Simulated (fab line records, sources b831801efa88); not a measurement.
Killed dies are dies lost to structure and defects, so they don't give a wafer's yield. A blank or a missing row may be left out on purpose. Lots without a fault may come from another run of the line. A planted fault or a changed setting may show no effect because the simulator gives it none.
Which tool did it? | flow gf180mcu | 13 lots, 36 wafers sampled, at 4 steps of a route of 602

WHAT THE GAUGES READ, wafer by wafer
GF_TOP_METAL_CD_MEAS_14: target cd 440 nm.
lot  | measured     | on        | cd_nm (nm)
L753 | day 28 05:16 | cd_sem-02 | 440.4 442.1 441.2
L754 | day 28 14:23 | cd_sem-01 | 444.8 446.8 446.1
L755 | day 29 01:11 | cd_sem-01 | 441.4 442.4 441.2
L756 | day 29 10:35 | cd_sem-01 | 438.8 439.1 440.6
L758 | day 30 01:45 | cd_sem-02 | 440.2 438.9 436.7
L759 | day 30 17:14 | cd_sem-02 | 439.3 443.3 440.0
L767 | day 32 11:05 | cd_sem-02 | 438.4 437.0
L768 | day 32 20:29 | cd_sem-02 | 442.3 439.5
L769 | day 33 00:26 | cd_sem-01 | 439.7 439.7
L770 | day 33 04:09 | cd_sem-01 | 439.4 439.9 439.5
L773 | day 33 18:59 | cd_sem-02 | 442.2 442.9 443.5
L774 | day 34 02:38 | cd_sem-02 | 437.7 438.4 438.6
L775 | day 34 07:41 | cd_sem-01 | 441.4 438.3 438.3

GF_PASSIVATION_THK_MEAS_01.
lot  | measured     | on            | PASSIVATION_CVD_00_THK (nm)
L753 | day 28 06:14 | film_metro-04 | 991 1032 1011
L754 | day 28 15:20 | film_metro-04 | 1017 1013 1038
L755 | day 29 02:07 | film_metro-01 | 975 1000 997
L756 | day 29 11:34 | film_metro-04 | 1004 1000 1014
L758 | day 30 02:43 | film_metro-03 | 1011 993 991
L759 | day 30 18:12 | film_metro-04 | 987 987 1007
L767 | day 32 12:04 | film_metro-01 | 982 971
L768 | day 32 21:26 | film_metro-03 | 987 961
L769 | day 33 01:25 | film_metro-03 | 1002 986
L770 | day 33 05:12 | film_metro-04 | 1000 1003 1015
L773 | day 33 19:58 | film_metro-04 | 993 1017 1019
L774 | day 34 03:37 | film_metro-04 | 996 1006 1011
L775 | day 34 08:39 | film_metro-04 | 1007 999 989

WHICH TOOL RAN EACH LOT (tool, then ch and the chambers of the sampled wafers, then the start)
lot  | GF_V5_ETCH_17                                 | GF_PASSIVATION_CVD_00
L753 | rie_diel-03 ch 2,3, day 28 05:16 or earlier   | pecvd-03 ch 1,2, day 28 06:07
L754 | rie_diel-01 ch 0,1,2, day 28 14:23 or earlier | pecvd-03 ch 0,1, day 28 15:14
L755 | rie_diel-01 ch 0,2, day 29 01:11 or earlier   | pecvd-04 ch 0,1,2, day 29 02:02
L756 | rie_diel-01 ch 0,1,2, day 29 10:35 or earlier | pecvd-03 ch 1,2, day 29 11:28
L758 | rie_diel-03 ch 0,2,3, day 30 01:45 or earlier | pecvd-03 ch 1,2, day 30 02:38
L759 | rie_diel-01 ch 0,2,3, day 30 17:14 or earlier | pecvd-04 ch 0,2, day 30 18:07
L767 | rie_diel-01 ch 0,2, day 32 11:05 or earlier   | pecvd-03 ch 1,2, day 32 11:58
L768 | rie_diel-01 ch 0,3, day 32 20:29 or earlier   | pecvd-03 ch 0,1, day 32 21:20
L769 | rie_diel-02 ch 0,3, day 33 00:26 or earlier   | pecvd-03 ch 1,2, day 33 01:20
L770 | rie_diel-02 ch 0,2,3, day 33 04:09 or earlier | pecvd-04 ch 1,2, day 33 05:07
L773 | rie_diel-01 ch 1,2,3, day 33 18:59 or earlier | pecvd-04 ch 0,1,2, day 33 19:52
L774 | rie_diel-03 ch 0,2,3, day 34 02:38 or earlier | pecvd-04 ch 0,1,2, day 34 03:33
L775 | rie_diel-01 ch 0,1,2, day 34 07:41 or earlier | pecvd-02 ch 0,1,2, day 34 08:34
- GF_V5_ETCH_17: etches SiO2 in C4F8/O2/Ar, stops on TiN, target depth 855 nm.
- GF_PASSIVATION_CVD_00: deposits SiO2 from TEOS, target thk 1000 nm, time 111.95 s.

WHAT THE TOOLS THEMSELVES READ (means of the sampled wafers that have a number; where no wafer has one, the mark that the record gives instead)
GF_V5_ETCH_17.
lot  | tool        | oes_product_au (a.u.)
L753 | rie_diel-03 | 0.858
L754 | rie_diel-01 | 0.861
L755 | rie_diel-01 | 0.855
L756 | rie_diel-01 | 0.860
L758 | rie_diel-03 | 0.861
L759 | rie_diel-01 | 0.859
L767 | rie_diel-01 | 0.864
L768 | rie_diel-01 | 0.863
L769 | rie_diel-02 | 0.854
L770 | rie_diel-02 | 0.859
L773 | rie_diel-01 | 0.862
L774 | rie_diel-03 | 0.858
L775 | rie_diel-01 | 0.862

GF_PASSIVATION_CVD_00.
lot  | tool     | heater_power_w (W) | run_length_s (s)
L753 | pecvd-03 | 707                | 139.5
L754 | pecvd-03 | 634                | 139.7
L755 | pecvd-04 | 653                | 139.5
L756 | pecvd-03 | 768                | 139.7
L758 | pecvd-03 | 749                | 139.8
L759 | pecvd-04 | 651                | 138.8
L767 | pecvd-03 | 672                | 137.6
L768 | pecvd-03 | 582                | 138.1
L769 | pecvd-03 | 659                | 137.8
L770 | pecvd-04 | 631                | 139.5
L773 | pecvd-04 | 700                | 139.1
L774 | pecvd-04 | 678                | 139.1
L775 | pecvd-02 | 630                | 140.3

THE ANSWER, worked out from the rows above alone
Rule: what is usual is taken from the lots themselves. Put in order of their means at a reading, lots are off if they are a third of the lots or fewer, leave a main group of 4 or more, and stand apart from it by a gap of 3 or more times the standard deviation of the main group's means; of several such gaps the widest counts. A main group whose means are all the same, to the digits that the tables above print for the reading, isn't used. A lot without any number at a reading at which 4 lots or more have one is off too. The other lots that the step has rows for count as sound. The gauges are gone through in route order, then the tools' own readings, and for those a lot's mean is taken as printed above. The first step at which some lot is off is used, and at that step the reading that is off furthest; a lot without a number counts as furthest.
No lot is off at any reading shown: from this, nothing can be told.

WHAT THE SIMULATOR HAD PUT IN
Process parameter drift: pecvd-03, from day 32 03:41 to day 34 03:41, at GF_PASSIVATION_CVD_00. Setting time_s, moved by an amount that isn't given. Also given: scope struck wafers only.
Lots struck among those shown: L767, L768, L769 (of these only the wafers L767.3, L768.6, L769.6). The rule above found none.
